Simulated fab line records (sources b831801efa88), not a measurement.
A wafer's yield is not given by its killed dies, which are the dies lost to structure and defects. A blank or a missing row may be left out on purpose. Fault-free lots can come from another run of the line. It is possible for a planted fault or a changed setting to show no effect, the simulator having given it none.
A struck lot beside a sound one ; flow sky130 ; 23 steps out of a route of 708
Sound: the wafers L197.1, L197.3, L197.6. Wafers L207.1, L207.2, L207.6 were the ones struck. The cause comes at the end.
Order at every step that has rows: each side's tool, ch and its chambers, its first start. Under that, the readings that differ: sound wafers ; struck wafers ; difference of the means ; sigmas: that difference in standard deviations of wafers without a fault.
alike: words and numbers the same on both sides, and readings whose means are apart by under 2 such deviations; not compared: readings that were withheld, readings missing a value for some wafer, numbers with overlapping values and no deviation given by the record, and bounds like >300 which may hide the same value.
The two part at a step that has a row with sigmas, a row that says differs or no value, or rows on one side only. When numbers do not overlap yet have no deviation, they are printed without sigmas and do not part them. A reading missing from all wafers of one side parts the sides only when that side holds two or more wafers.

first, 1 step without rows for these wafers: SKY_CAPM_DEVELOP_11 (develop time 60 s).
SKY_CAPM_OVL_MEAS_12:
  sound on overlay-01 at day 37 20:03; struck on overlay-01 at day 41 19:24
  alike: CAPM_OVL
SKY_CAPM_METAL_ETCH_13: etches TiN in Cl2/BCl3, stops on SiO2, target depth 220 nm, time 62.9 s.
  sound on rieMetal-02 ch 0,1, day 37 20:05; struck on rieMetal-03 ch 0,1, day 41 19:26
  alike: biasW, drypumpMotorCurrentA, oesProductAu, throttleValvePct
  not compared: rfHoursCounterH
SKY_CAPM_STRIP_14: strips in O2/N2.
  sound on plasmaAsher-04 ch 0,1, day 37 20:10; struck on plasmaAsher-04 ch 0,1, day 41 19:31
  alike: drypumpMotorCurrentA, oesProductAu, stripTimeToEndpointS
  not compared: rfHoursCounterH
then, 8 steps without rows for these wafers: SKY_CAPM_STRIP_15 (strips in post etch residue remover, time 1200 s); SKY_CAPM_CLEAN_16 (cleans in IPA, time 180 s); SKY_CAPM_CLEAN_17 (cleans in O3/DIW); SKY_METAL3_DEHYDRATE_05 (time 60 s); SKY_METAL3_HMDS_06 (prime time 60 s); SKY_METAL3_COAT_07 (resist thk 60 nm); SKY_METAL3_COAT_08 (resist thk 1140 nm); SKY_METAL3_SOFTBAKE_09 (time 90 s).
SKY_METAL3_EXPOSE_10: exposes mask MM3, target cd 300 nm.
  sound on krfScanner-01 ch 0, day 38 09:15; struck on krfScanner-01 ch 0, day 42 07:45
reading;sound;struck;difference;sigmas
exposureDoseMJCm2;27.88 27.89 27.92;26.60 26.65 26.60;-1.28;-30
  alike: mask, focusOffsetNm, reticleTempC
then, 2 steps without rows for these wafers: SKY_METAL3_PEB_11; SKY_METAL3_DEVELOP_12 (develop time 60 s).
SKY_METAL3_CD_MEAS_13: target cd 300 nm.
  sound on cdSem-01 at day 38 22:16; struck on cdSem-01 at day 42 19:40
reading;sound;struck;difference;sigmas
cdNm (nm);300.7 301.4 300.0;309.6 308.4 308.5;+8.1;+5
SKY_METAL3_OVL_MEAS_14:
  sound on overlay-01 at day 38 22:23; struck on overlay-02 at day 42 19:47
  alike: METAL3_OVL
SKY_METAL3_DESCUM_15: chemistry O2, time 8 s.
  sound on rieMetal-01 ch 0,1, day 38 22:25; struck on rieMetal-04 ch 0,1, day 42 19:49
reading;sound;struck;difference;sigmas
model.METAL3.cdNm (nm);300.7 301.3 300.1;309.3 308.4 308.7;+8.1;
  alike: drypumpMotorCurrentA, oesProductAu
  not compared: rfHoursCounterH
SKY_METAL3_ETCH_16: etches BARC in N2/H2, stops on SiO2, time 88.2 s, target depth 60 nm.
  sound on rieMetal-01 ch 0,1, day 38 22:26; struck on rieMetal-04 ch 0,1, day 42 19:50
  alike: biasW, drypumpMotorCurrentA, oesProductAu, throttleValvePct
  not compared: rfHoursCounterH
SKY_METAL3_ETCH_17: etches SiO2 in C4F8/O2/Ar, stops on TiN, time 3.9 s, target depth 15 nm.
  sound on rieDiel-04 ch 1,2, day 38 22:32; struck on rieDiel-02 ch 2,3, day 42 19:56
  alike: biasW, oesProductAu
  not compared: rfHoursCounterH
SKY_METAL3_METAL_ETCH_18: etches the open film in Cl2/BCl3, stops on SiO2, target depth 845 nm, time 183.1 s.
  sound on rieMetal-03 ch 0,1, day 38 22:34; struck on rieMetal-01 ch 0,1, day 42 19:58
reading;sound;struck;difference;sigmas
model.METAL3.cdNm (nm);310.7 300.6 296.4;311 314.5 313.2;+10;
  alike: biasW, drypumpMotorCurrentA, oesProductAu, throttleValvePct
  not compared: rfHoursCounterH
SKY_METAL3_STRIP_19: strips in O2/N2.
  sound on plasmaAsher-02 ch 0,1, day 38 22:44; struck on plasmaAsher-03 ch 0,1, day 42 20:08
reading;sound;struck;difference;sigmas
drypumpMotorCurrentA (A);4.7 4.8 5.7;5.9 6.2 6.2;+1.0;+2
  alike: oesProductAu, stripTimeToEndpointS
  not compared: rfHoursCounterH
-- the record jumps here: 6 days lie between the struck wafers' starts before and after (it left off in module METAL3 and takes up again in module PAD_OPEN, whose first step shown is number 708 of the route) --
SKY_PAD_OPEN_PROBE_99:
  sound on prober-01 at day 46 02:23; struck on prober-01 at day 49 04:40
  alike: defectLimitedYield, killed_at_M0_to_M3, killed_at_M4_up, killedAtContacts, killedAtFrontEnd, killedAtOther, killedDies, killedOpen, killedShort, sort_bin_3_pad_short, sort_bin_5_function, sort_bin_6_memory, sortNPass, sortYieldPct
  not compared: model.etest.met3.widthNm, model.etest.met3.lineOhmUm

## WHERE THEY PART
Last at SKY_METAL3_STRIP_19 as far as this record goes, first at SKY_METAL3_EXPOSE_10. Later steps at which nothing parts them and some readings are alike: SKY_PAD_OPEN_PROBE_99.

WHY: the cause the simulator had injected
Process parameter drift: krfScanner-01, from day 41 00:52 on, at SKY_METAL3_EXPOSE_10. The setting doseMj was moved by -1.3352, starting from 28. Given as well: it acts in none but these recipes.
